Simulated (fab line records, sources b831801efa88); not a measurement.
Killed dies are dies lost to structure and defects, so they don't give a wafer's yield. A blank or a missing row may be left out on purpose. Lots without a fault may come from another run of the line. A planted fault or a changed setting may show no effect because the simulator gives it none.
fab line records | flow sky130
record lots=5 wafers=15 last_day=50
route steps=708 shown RES_PROTECT@212 POLY_GATE@213 PAD_OPEN@708
lots that met no fault: from a run of the same line without faults
start_h: hours from the record's first day to the start of the lot's first wafer shown | wait_h: hours since the lot's step before | " the same as in the row above | L1.1+2: a row that stands for several wafers | - no value, or no start given | * or withheld: withheld | < > ~ a bound
route shown NAME@n: a module of which the file shows steps, and the number in the route of the first | usual: mean/standard deviation of fault-free wafers | same: alike in all rows | chamber/n: place in a boat | sites: the reading at each site | _std_site: their standard deviation | _edge_site: outer sites' mean less inner sites' | radius_mm: how far each site lies from the wafer's centre | mask NAME#n: copy n | behind: the tool/chamber that last shaped the wafer | hold: why the lot was held/for how many hours/how that ended | device: the transistor (n, p or np) that didn't switch | end of line: the same wafers' tests at the end of the route | a step without rows: its recipe alone | killed: dies lost to structure and defects at the first sort, not the wafer's yield | map: a wafer's dies, x killed, . not, _ none there
set.NAME: the setting as run; set.NAME@STEP: as run at that earlier step | model.NAME: the simulator's own value behind a step, which no gauge read
lots at some steps of the route; a table a step, a row a wafer
services: from which hour (start_h, from the record's first day; less than 0 if before it) a tool's chamber was out of use, for how many hours, and why
## steps
# step SKY_RES_PROTECT_DEVELOP_06
# recipe resist=NOVOLAK developer=TMAH develop_time_s=60 dev_temp_c=23
# step SKY_POLY_GATE_IMPLANT_02
# recipe species=P energy_kev=30 dose_cm2=7.7e+15 tilt_deg=0
# step SKY_RES_PROTECT_STRIP_07
# recipe chemistry=O2/N2 power_w=1400 pressure_mtorr=1500 platen_temp_c=withheld o2_flow_sccm=3000 n2_flow_sccm=300 overash_fraction=0.5
# usual drypump_motor_current_A=5.4/0.39 oes_product_au=0.518/0.0043 strip_time_to_endpoint_s=23.30/0.042
# columns lot.wafer tool chamber start_h wait_h drypump_motor_current_A oes_product_au rf_hours_counter_h strip_time_to_endpoint_s
L287.2 plasma_asher-02 0 375.77 0.1 6.0 0.508 56 23.32
L287.4 " 1 " " 5.4 0.519 - 23.34
L287.6 " 1 " " 5.4 0.521 - 23.33
L291.3 plasma_asher-02 1 413.60 0.1 5.4 0.513 - 23.35
L291.4 " 0 " " 6.0 0.523 - 23.36
L291.6 " 1 " " 5.4 0.516 - 23.36
L298.1 plasma_asher-04 1 498.36 0.1 5.1 0.517 34 23.33
L298.3 " 0 " " 5.7 0.517 - 23.29
L298.5 " 0 " " 5.7 0.521 - 23.35
L303.1 plasma_asher-04 0 521.16 0.1 5.7 0.520 36 23.23
L303.4 " 1 " " 5.1 0.517 - 23.23
L303.5 " 1 " " 5.1 0.527 - 23.28
L304.1 plasma_asher-04 1 537.92 0.1 5.1 0.519 38 23.37
L304.2 " 0 " " 5.7 0.514 38 23.32
L304.6 " 0 " " 5.7 0.518 - 23.32
# step SKY_RES_PROTECT_TW_MEAS_08
# usual POLY_GATE_TW=4055/69
# columns lot.wafer tool chamber start_h wait_h POLY_GATE_TW
L287.2 film_metro-04 - 375.88 0.1 4131
L287.4 " - " " 4120
L287.6 " - " " 4134
L291.3 film_metro-03 - 413.69 0.1 4100
L291.4 " - " " 4126
L291.6 " - " " 4102
L298.1 film_metro-04 - 498.46 0.1 4132
L298.3 " - " " 4137
L298.5 " - " " 4129
L303.1 film_metro-01 - 521.26 0.1 3952
L303.4 " - " " 3933
L303.5 " - " " 3935
L304.1 film_metro-01 - 538.02 0.1 3937
L304.2 " - " " 3955
L304.6 " - " " 3955
# step SKY_RES_PROTECT_CLEAN_09
# recipe chemistry=SC1/SC2 mix=1:4:20 temp_c=70 time_s=150 dry=n2_spin
# step SKY_POLY_GATE_CVD_03
# recipe material=Si3N4 precursor=DCS/NH3 target_thk_nm=75 temp_c=770 time_s=1290 pressure_mtorr=253.5
# step SKY_POLY_GATE_THK_MEAS_04
# recipe reads=Si3N4_of_POLY_GATE_CVD_03
# usual POLY_GATE_CVD_03_THK=75.9/0.59
# columns lot.wafer tool chamber start_h wait_h POLY_GATE_CVD_03_THK[nm]
L287.2 film_metro-01 - 380.71 0.1 75.5
L287.4 " - " " 75.2
L287.6 " - " " 75.7
L291.3 film_metro-04 - 415.16 0.0 75.6
L291.4 " - " " 76.5
L291.6 " - " " 76.2
L298.1 film_metro-01 - 500.47 0.0 75.9
L298.3 " - " " 75.6
L298.5 " - " " 75.6
L303.1 film_metro-01 - 522.73 0.0 75.9
L303.4 " - " " 76.6
L303.5 " - " " 76.3
L304.1 film_metro-01 - 539.49 0.0 76.7
L304.2 " - " " 76.3
L304.6 " - " " 76.7
# step SKY_POLY_GATE_DEHYDRATE_05
# recipe temp_c=200 time_s=60
# step SKY_POLY_GATE_HMDS_06
# recipe prime_time_s=60 prime_temp_c=120
# step SKY_POLY_GATE_COAT_07
# recipe resist=BARC temp_c=withheld time_s=withheld spin_rpm=3000 resist_thk_nm=110
# step SKY_POLY_GATE_COAT_08
# recipe resist=KrF-thick spin_rpm=3000 resist_thk_nm=450
# step SKY_POLY_GATE_SOFTBAKE_09
# recipe temp_c=100 time_s=90 resist=KrF-thick
# step SKY_POLY_GATE_EXPOSE_10
# recipe mask_id=P1M na=0.68 source_shape=conventional sigma_outer=0.6 target_cd_nm=150 dose_mj=28
# usual exposure_dose_mJ_cm2=28.00/0.031 stage_vel_mm_s=499.97/0.26
# columns lot.wafer tool chamber start_h wait_h mask exposure_dose_mJ_cm2 stage_vel_mm_s
L287.2 krf_scanner-01 0 395.39 - P1M#0 28.04 500.00
L287.4 " 0 " " P1M#0 28.09 500.13
L287.6 " 0 " " P1M#0 28.04 499.85
L291.3 krf_scanner-02 0 429.49 - P1M#0 28.07 500.37
L291.4 " 0 " " P1M#0 28.02 500.03
L291.6 " 0 " " P1M#0 28.03 500.22
L298.1 krf_scanner-01 0 514.88 - P1M_R1#0 28.05 500.24
L298.3 " 0 " " P1M_R1#0 27.99 500.14
L298.5 " 0 " " P1M_R1#0 28.02 499.83
L303.1 krf_scanner-01 0 538.01 - P1M#0 28.01 500.04
L303.4 " 0 " " P1M#0 28.01 500.48
L303.5 " 0 " " P1M#0 27.98 500.16
L304.1 krf_scanner-02 0 554.93 - P1M#0 28.02 499.86
L304.2 " 0 " " P1M#0 27.95 499.64
L304.6 " 0 " " P1M#0 27.97 499.34
# step SKY_POLY_GATE_PEB_11
# recipe peb_temp_c=withheld peb_time_s=withheld resist=KrF-thick
# step SKY_POLY_GATE_DEVELOP_12
# recipe develop_time_s=60 resist=KrF-thick dev_temp_c=21
# step SKY_POLY_GATE_CD_MEAS_13
# recipe target_cd_nm=150
# usual cd_nm=149.7/1.3
# columns lot.wafer tool chamber start_h wait_h hold cd_nm
L287.2 cd_sem-01 - 410.67 - - 150.8
L287.4 " - " " - 150.7
L287.6 " - " " - 150.4
L291.3 cd_sem-01 - 445.10 - - 150.7
L291.4 " - " " - 149.5
L291.6 " - " " - 150.1
L298.1 cd_sem-01 - 530.15 - await_dispo/0.2h/release 172.0
L298.3 " - " " await_dispo/0.2h/release 171.4
L298.5 " - " " await_dispo/0.2h/release 173.5
L298.1 cd_sem-01 - 530.44 0.3 - 172.1
L298.3 " - " " - 171.0
L298.5 " - " " - 173.8
L303.1 cd_sem-02 - 552.71 - - 149.7
L303.4 " - " " - 150.5
L303.5 " - " " - 150.8
L304.1 cd_sem-02 - 569.20 - - 149.0
L304.2 " - " " - 150.4
L304.6 " - " " - 149.2
# step SKY_POLY_GATE_OVL_MEAS_14
# usual POLY_GATE_OVL=-2/6
# columns lot.wafer tool chamber start_h wait_h hold POLY_GATE_OVL[nm]
L287.2 overlay-02 - 410.78 0.1 - 4
L287.4 " - " " - 3
L287.6 " - " " - 6
L291.3 overlay-02 - 445.19 0.1 - 0
L291.4 " - " " - -2
L291.6 " - " " - -7
L298.1 overlay-01 - 531.75 1.3 await_dispo/1.2h/release 0
L298.3 " - " " await_dispo/1.2h/release 4
L298.5 " - " " await_dispo/1.2h/release -3
L303.1 overlay-01 - 552.83 0.1 - 7
L303.4 " - " " - -1
L303.5 " - " " - 2
L304.1 overlay-01 - 569.32 0.1 - 7
L304.2 " - " " - 8
L304.6 " - " " - 9
# step SKY_POLY_GATE_ETCH_15
# recipe chemistry=N2/H2 target=BARC ion_energy_ev=200 source_w=500 bias_w=100 pressure_mtorr=30 n2_flow_sccm=100 h2_flow_sccm=200 stop_on=SiO2 time_s=118.5 target_depth_a=1100
# usual drypump_motor_current_A=5.3/0.34 oes_product_au=0.717/0.0047 throttle_valve_pct=13.213/0.0092
# columns lot.wafer tool chamber start_h wait_h drypump_motor_current_A oes_product_au rf_hours_counter_h throttle_valve_pct model.POLY_GATE.cd_nm
L287.2 rie_diel-02 2 410.81 0.0 5.0 0.715 9 13.220 154.1
L287.4 " 0 " " 5.0 0.716 11 13.224 153.5
L287.6 " 1 " " 5.2 0.715 - 13.227 153.3
L291.3 rie_diel-02 1 445.26 0.1 5.3 0.714 - 13.203 152.1
L291.4 " 2 " " 5.0 0.717 - 13.231 152
L291.6 " 2 " " 5.0 0.716 - 13.212 152.4
L298.1 rie_diel-03 3 531.78 0.0 5.8 0.706 61 13.217 172.1
L298.3 " 1 " " 4.7 0.719 6 13.211 166.9
L298.5 " 0 " " 5.5 0.718 - 13.229 173.9
L303.1 rie_diel-02 2 552.86 0.0 5.0 0.724 12 13.215 151.7
L303.4 " 3 " " 5.3 0.708 10 13.213 148.7
L303.5 " 0 " " 5.0 0.711 - 13.209 152.9
L304.1 rie_diel-04 0 569.36 0.0 5.7 0.710 60 13.208 148.6
L304.2 " 3 " " 5.2 0.712 15 13.218 152
L304.6 " 3 " " 5.3 0.712 - 13.193 150.3
# step SKY_POLY_GATE_ETCH_16
# recipe stop_on=poly-Si chemistry=CH3F/O2 target=Si3N4 source_w=400 bias_w=80 pressure_mtorr=25 ch3f_flow_sccm=40 O2_flow_sccm=30 time_s=147.5 target_depth_a=750
# usual drypump_motor_current_A=5.3/0.34 oes_product_au=0.643/0.0052 throttle_valve_pct=10.535/0.0085
# columns lot.wafer tool chamber start_h wait_h drypump_motor_current_A oes_product_au rf_hours_counter_h throttle_valve_pct
L287.2 rie_diel-02 2 410.89 0.0 5.0 0.641 9 10.547
L287.4 " 0 " " 5.0 0.641 11 10.530
L287.6 " 1 " " 5.2 0.644 - 10.540
L291.3 rie_diel-02 1 445.39 0.1 5.2 0.641 - 10.538
L291.4 " 2 " " 5.0 0.641 - 10.531
L291.6 " 2 " " 5.0 0.645 - 10.537
L298.1 rie_diel-03 3 531.86 0.0 5.8 0.645 61 10.545
L298.3 " 1 " " 4.6 0.636 6 10.524
L298.5 " 0 " " 5.5 0.642 - 10.551
L303.1 rie_diel-02 2 552.95 0.0 5.0 0.646 12 10.525
L303.4 " 3 " " 5.4 0.653 10 10.530
L303.5 " 0 " " 5.0 0.643 - 10.531
L304.1 rie_diel-04 0 569.44 0.0 5.7 0.646 60 10.539
L304.2 " 3 " " 5.2 0.647 15 10.529
L304.6 " 3 " " 5.2 0.642 - 10.552
# step SKY_POLY_GATE_ETCH_17
# recipe target_depth_nm=180 stop_on=SiO2 over_etch_frac=0.56667 chemistry=HBr/Cl2 target=poly-Si icp_w=400 bias_w=100 pressure_mtorr=10 HBr_flow_sccm=150 Cl2_flow_sccm=50 time_s=70.5
# usual drypump_motor_current_A=5.7/0.3 he_backside_leak_sccm=2.7/0.31 oes_product_au=0.983/0.0083 throttle_valve_pct=33.685/0.0096
# columns lot.wafer tool chamber start_h wait_h drypump_motor_current_A he_backside_leak_sccm oes_product_au rf_hours_counter_h throttle_valve_pct model.POLY_GATE.cd_nm
L287.2 rie_si-02 3 410.99 0.0 5.4 2.7 0.978 41 33.702 154.8
L287.4 " 1 " " 5.5 3.0 0.989 - 33.662 152.4
L287.6 " 3 " " 5.4 2.7 0.983 - 33.689 153.2
L291.3 rie_si-01 1 445.49 0.0 5.3 2.7 0.991 0 33.676 150.2
L291.4 " 0 " " 6.0 2.7 0.988 11 33.690 151.6
L291.6 " 2 " " 6.0 2.6 0.978 - 33.684 154.6
L298.1 rie_si-02 3 531.96 0.0 5.4 2.9 0.965 42 33.689 170.3
L298.3 " 1 " " 5.5 3.0 0.987 0 33.688 164.8
L298.5 " 0 " " 5.5 2.8 0.983 - 33.697 176.2
L303.1 rie_si-01 0 553.04 0.0 6.0 2.7 0.986 11 33.682 153.8
L303.4 " 0 " " 6.0 2.8 0.978 - 33.686 149.7
L303.5 " 1 " " 5.4 2.4 0.978 - 33.681 151.1
L304.1 rie_si-02 2 569.54 0.0 5.9 2.3 0.986 1 33.685 149.2
L304.2 " 1 " " 5.5 2.8 0.990 0 33.698 150.3
L304.6 " 2 " " 5.9 2.3 0.996 - 33.684 150.7
# step SKY_POLY_GATE_STRIP_18
# recipe chemistry=O2/N2 power_w=1400 pressure_mtorr=1500 platen_temp_c=withheld o2_flow_sccm=3000 n2_flow_sccm=300 overash_fraction=0.5
# usual drypump_motor_current_A=5.6/0.41 oes_product_au=0.362/0.0045 strip_time_to_endpoint_s=3.19/0.047
# columns lot.wafer tool chamber start_h wait_h drypump_motor_current_A oes_product_au rf_hours_counter_h strip_time_to_endpoint_s
L287.2 plasma_asher-04 1 411.04 0.0 5.1 0.356 25 3.18
L287.4 " 0 " " 5.7 0.359 - 3.12
L287.6 " 1 " " 5.1 0.360 - 3.18
L291.3 plasma_asher-02 1 445.58 0.1 5.4 0.367 - 3.19
L291.4 " 0 " " 6.0 0.363 - 3.15
L291.6 " 1 " " 5.4 0.364 - 3.20
L298.1 plasma_asher-03 0 532.10 0.1 6.0 0.364 88 3.28
L298.3 " 1 " " 4.9 0.369 - 3.17
L298.5 " 1 " " 4.9 0.363 - 3.15
L303.1 plasma_asher-02 0 553.10 0.0 6.0 0.364 74 3.20
L303.4 " 0 " " 6.0 0.370 - 3.12
L303.5 " 1 " " 5.4 0.358 - 3.17
L304.1 plasma_asher-02 1 569.59 0.0 5.4 0.363 76 3.13
L304.2 " 0 " " 6.0 0.356 76 3.20
L304.6 " 0 " " 6.0 0.363 - 3.17
# step SKY_PAD_OPEN_PROBE_99
# usual killed_at_M0_to_M3=45/7.5 killed_at_M4_up=2.8/1.9 killed_at_contacts=25/5.5 killed_at_front_end=14/4 killed_at_other=0.3/0.75 killed_dies=87/9.4 killed_on_rim=17/3.8 killed_open=47/6.6 killed_short=39/6.6
# same gross_dies=492 killed_at_back_side=0
# columns lot.wafer tool chamber start_h wait_h hold killed_at_M0_to_M3 killed_at_M4_up killed_at_contacts killed_at_front_end killed_at_other killed_dies killed_on_rim killed_open killed_short model.etest.res_xhigh_po.line_ohm_um model.etest.pfet_01v8.r_on_ohm_um model.etest.pfet_g5v0d10v5.r_on_ohm_um model.etest.res_poly.line_ohm_um model.etest.nfet_01v8.r_on_ohm_um model.etest.nfet_g5v0d10v5.r_on_ohm_um model.etest.sonos_uncharged.r_on_ohm_um model.etest.res_high_po.line_ohm_um
L287.2 prober-02 - 1110.11 0.1 - 36 4 24 17 0 81 20 48 33 5679 3024 4735 488.4 840 1854 818.8 749.7
L287.4 prober-02 - 1110.21 0.2 - 35 1 28 13 0 77 14 38 39 5767 3028 4795 505.4 848.2 1890 817 751.1
L287.6 prober-02 - 1110.31 0.2 - 36 6 23 20 0 85 15 42 43 5642 3009 4802 496.8 846.4 1866 836.8 739.1
L291.3 prober-02 - 1133.53 0.2 - 44 6 25 15 0 90 10 47 43 5611 3019 4795 519.1 843.6 1879 810.4 734.6
L291.4 prober-02 - 1133.58 0.2 - 47 3 23 19 1 93 17 48 45 5614 3026 4831 501.4 848 1912 819.1 746.5
L291.6 prober-02 - 1133.68 0.2 - 43 1 23 15 0 82 13 48 34 5381 3058 4828 483.4 869.6 1895 832.8 740.4
L298.1 prober-02 - 1181.93 0.1 await_dispo/2.0h/release 39 4 28 56 0 127 41 48 35 5302 3172 4857 427.8 947.6 1921 848.8 707.4
L298.3 prober-02 - 1182.03 0.2 await_dispo/2.0h/release 43 3 28 14 0 88 21 54 32 5638 3172 4883 446.8 927.5 1921 846 715.9
L298.5 prober-02 - 1182.13 0.2 await_dispo/2.0h/release 50 0 19 100 0 169 56 50 34 5350 3272 4904 404.8 966.2 1939 866.5 698.6
L303.1 prober-02 - 1196.17 0.1 - 46 2 29 16 0 93 17 41 52 5230 2990 4802 490.6 838.2 1892 812.3 717.5
L303.4 prober-02 - 1196.32 0.2 - 48 0 28 12 0 88 15 57 31 5581 2867 4742 525.1 811.4 1866 802.6 756.3
L303.5 prober-02 - 1196.37 0.2 - 43 4 31 12 1 91 16 46 45 5602 3010 4932 515.8 824.4 1910 804.9 752.3
L304.1 prober-01 - 1202.71 0.1 - 42 2 35 11 0 90 21 47 43 5892 2870 4763 527 833.9 1885 806.3 757.3
L304.2 prober-01 - 1202.76 0.1 - 41 0 25 14 0 80 10 42 38 5698 2944 4783 512.6 841.5 1883 800.1 745.7
L304.6 prober-01 - 1202.96 0.2 - 38 3 28 9 2 80 17 40 40 5864 2964 4735 518.5 850.2 1906 806.6 753.7
# killed by level:class
L287.2 VIA1:geometric_particle:open=9 LI_CONTACT:geometric_particle:open=7 FIELD_ISO:geometric_particle:open=6 CONTACT:geometric_particle:open=6 VIA2:geometric_particle:open=6 METAL1:geometric_particle:short=5 VIA3:geometric_particle:open=5 CONTACT:geometric_particle:short=4
L287.4 CONTACT:geometric_particle:open=11 METAL2:geometric_particle:short=7 LI_CONTACT:geometric_particle:open=6 LI_CONTACT:geometric_particle:short=5 VIA1:geometric_particle:open=5 METAL3:geometric_particle:short=4 POLY_GATE:geometric_particle:short=4 METAL1:geometric_particle:short=4
L287.6 CONTACT:geometric_particle:open=11 VIA1:geometric_particle:open=7 CONTACT:geometric_particle:short=6 VIA1:geometric_particle:short=6 VIA3:geometric_particle:open=6 METAL4:geometric_particle:short=6 FIELD_ISO:geometric_particle:short=5 FIELD_ISO:geometric_particle:open=5
L291.3 VIA1:geometric_particle:open=13 CONTACT:geometric_particle:open=10 VIA3:geometric_particle:open=9 CONTACT:geometric_particle:short=6 LOCAL_INTERCONNECT:geometric_particle:short=5 METAL2:geometric_particle:short=5 METAL1:geometric_particle:short=4 VIA1:geometric_particle:short=4
L291.4 VIA1:geometric_particle:open=10 LI_CONTACT:geometric_particle:open=9 METAL1:geometric_particle:short=9 POLY_GATE:geometric_particle:short=7 CONTACT:geometric_particle:open=6 VIA3:geometric_particle:open=6 METAL2:geometric_particle:short=6 VIA2:geometric_particle:open=5
L291.6 VIA1:geometric_particle:open=10 CONTACT:geometric_particle:open=8 LI_CONTACT:geometric_particle:open=7 VIA2:geometric_particle:open=7 METAL2:geometric_particle:short=7 VIA1:geometric_particle:short=6 POLY_GATE:geometric_particle:open=5 FIELD_ISO:geometric_particle:open=4
L298.1 POLY_GATE:area_expose=44 CONTACT:geometric_particle:open=15 VIA1:geometric_particle:open=13 FIELD_ISO:geometric_particle:open=5 VIA3:geometric_particle:open=5 LOCAL_INTERCONNECT:geometric_particle:short=5 METAL1:geometric_particle:short=5 LI_CONTACT:geometric_particle:open=4
L298.3 LI_CONTACT:geometric_particle:open=9 CONTACT:geometric_particle:open=9 VIA3:geometric_particle:open=9 VIA1:geometric_particle:open=8 VIA2:geometric_particle:open=8 LOCAL_INTERCONNECT:geometric_particle:short=6 FIELD_ISO:geometric_particle:open=5 VIA1:geometric_particle:short=5
L298.5 POLY_GATE:area_expose=85 VIA1:geometric_particle:open=12 CONTACT:geometric_particle:open=9 LI_CONTACT:geometric_particle:open=7 VIA1:geometric_particle:short=7 METAL1:geometric_particle:short=6 VIA2:geometric_particle:open=6 VIA3:geometric_particle:open=6
L303.1 CONTACT:geometric_particle:open=13 METAL2:geometric_particle:short=9 VIA1:geometric_particle:open=7 VIA2:geometric_particle:short=7 CONTACT:geometric_particle:short=6 POLY_GATE:geometric_particle:short=5 VIA3:geometric_particle:open=5 POLY_GATE:geometric_particle:open=4
L303.4 CONTACT:geometric_particle:open=15 VIA1:geometric_particle:open=11 VIA3:geometric_particle:open=10 METAL1:geometric_particle:short=8 LI_CONTACT:geometric_particle:open=6 VIA2:geometric_particle:open=6 VIA1:geometric_particle:short=4 POLY_GATE:geometric_particle:open=3
L303.5 CONTACT:geometric_particle:open=12 VIA1:geometric_particle:open=8 VIA3:geometric_particle:open=8 LI_CONTACT:geometric_particle:open=7 VIA1:geometric_particle:short=7 LOCAL_INTERCONNECT:geometric_particle:short=5 VIA2:geometric_particle:short=5 POLY_GATE:geometric_particle:short=4
L304.1 CONTACT:geometric_particle:open=12 METAL2:geometric_particle:short=8 VIA1:geometric_particle:open=8 LI_CONTACT:geometric_particle:open=7 POLY_GATE:geometric_particle:open=6 LI_CONTACT:geometric_particle:short=6 LOCAL_INTERCONNECT:geometric_particle:short=6 VIA2:geometric_particle:open=6
L304.2 CONTACT:geometric_particle:open=12 VIA3:geometric_particle:open=6 METAL1:geometric_particle:short=6 METAL2:geometric_particle:short=6 POLY_GATE:geometric_particle:open=5 POLY_GATE:geometric_particle:short=5 LI_CONTACT:geometric_particle:short=5 VIA1:geometric_particle:open=5
L304.6 METAL2:geometric_particle:short=10 CONTACT:geometric_particle:open=8 CONTACT:geometric_particle:short=7 LI_CONTACT:geometric_particle:short=6 LI_CONTACT:geometric_particle:open=6 VIA2:geometric_particle:open=6 VIA3:geometric_particle:open=4 VIA1:geometric_particle:open=4
# map L298.5 (x killed, . not)
__________.x.x.xxxx._________
________xxxx..x.xxx..._______
______.xx...x......xx..x_____
_____x..xxx.xx......xx...____
____xxx....x..x..xx..x..x.___
___...x....x.xx........x.x.__
__x........x............xxxx_
_xxx.x.......x..x.........xxx
_xx..xx...x.........x..x..xxx
_xxxxxx.....x...x...........x
_..x........xx..xx.....xxx.x.
_xxx.........x.....x........x
_.xx.x..x.......x...x....xxxx
_..xxx.x..........x..x......x
_x.........x....x......x.xxxx
__x.x..x.....x.....x....x.xx_
___x..x.x..xx..x.....x.x.x.__
____..x..x.....xx..x..xx..___
_____x.x.......x..x.xx.x.____
______.xx.........xxxxx._____
________...xx..x.x.xxx_______
__________..xxxx.xxx_________
# map L287.6 (x killed, . not)
__________.........x_________
________......x......._______
______.....x...xx......._____
_____.x..................____
____x......xx....xxxx.....___
___..x.................x...__
__xx.....xx.............x.x._
_......x....xx....x..........
_...x...x.x..............x..x
_.x.x.....x...x.........x....
_x......x.....x.......x......
_...x.xx...xx..x.x.......xx.x
_.......x..x..x..............
_.....x...x.........x.....xx.
_..x.x........x....x...x..x..
__.xx.......x...xxx........._
___........x....xxx........__
____x.....x.........x.....___
_____.....xx...x.........____
______x...........x....x_____
________..........x..._______
__________....x....x_________
## services
# columns tool chamber start_h hours kind
rie_si-01 0 359.97 16.3 repair
krf_scanner-02 - 360.01 0.8 pm
rie_diel-02 1 363.15 3.5 repair
krf_scanner-02 - 368.14 1.0 pm
plasma_asher-04 - 382.61 17.0 repair
rie_si-01 - 383.39 0.3 repair
rie_diel-03 2 388.67 1.7 repair
rie_si-01 2 391.12 1.5 repair
krf_scanner-01 - 396.42 1.0 pm
plasma_asher-02 - 400.19 0.5 repair
rie_si-01 3 411.96 7.2 repair
krf_scanner-01 - 415.94 1.3 pm
rie_diel-02 3 433.57 13.3 repair
rie_diel-02 0 444.12 9.0 repair
krf_scanner-01 - 457.38 3.9 repair
rie_si-02 - 463.61 0.2 repair
rie_diel-02 3 465.61 4.2 repair
rie_diel-02 - 470.27 0.1 repair
krf_scanner-01 - 482.04 0.8 pm
rie_diel-02 - 484.34 0.3 repair
rie_si-02 - 495.83 0.8 repair
rie_diel-02 1 563.76 3.9 repair
krf_scanner-01 - 565.42 1.0 pm
rie_diel-02 - 568.22 0.4 repair
## key
first_sign step=SKY_POLY_GATE_EXPOSE_10 reading=mask direction=changed
effect step=SKY_POLY_GATE_CD_MEAS_13 reading=visit direction=added
effect step=SKY_POLY_GATE_CD_MEAS_13 reading=cd_nm direction=up sigmas=17 usual=149.7 struck=172.3
effect step=SKY_PAD_OPEN_PROBE_99 reading=killed_at_front_end direction=up sigmas=11 usual=14 struck=57 wafers_moved=2
model_effect step=SKY_POLY_GATE_ETCH_15 value=POLY_GATE.cd_nm without=149 struck=171
model_effect step=SKY_POLY_GATE_ETCH_17 value=POLY_GATE.cd_nm without=148.5 struck=170.4
model_effect step=SKY_PAD_OPEN_PROBE_99 value=etest.res_xhigh_po.line_ohm_um without=5773 struck=5430
more_kills_born_at SKY_POLY_GATE_EXPOSE_10@krf_scanner-01=131
met_at SKY_POLY_GATE_EXPOSE_10
struck_wafers L298.1,L298.3,L298.5
tester_left_out L298
onset_between 395.39 514.88
fault kind=wrong_mask tool=any chamber=- onset_h=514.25 steps=SKY_POLY_GATE_EXPOSE_10 aux_copy=P1M_R1#0 cd_offset_nm=22 scope=struck_lots_only
# tester_left_out: of these lots the tester's yield and bins aren't shown, on N5 and GAA mostly nor the transistor test; their killed dies are dies lost to structure and defects alone, not to doping, threshold or leakage, so they don't give the yield
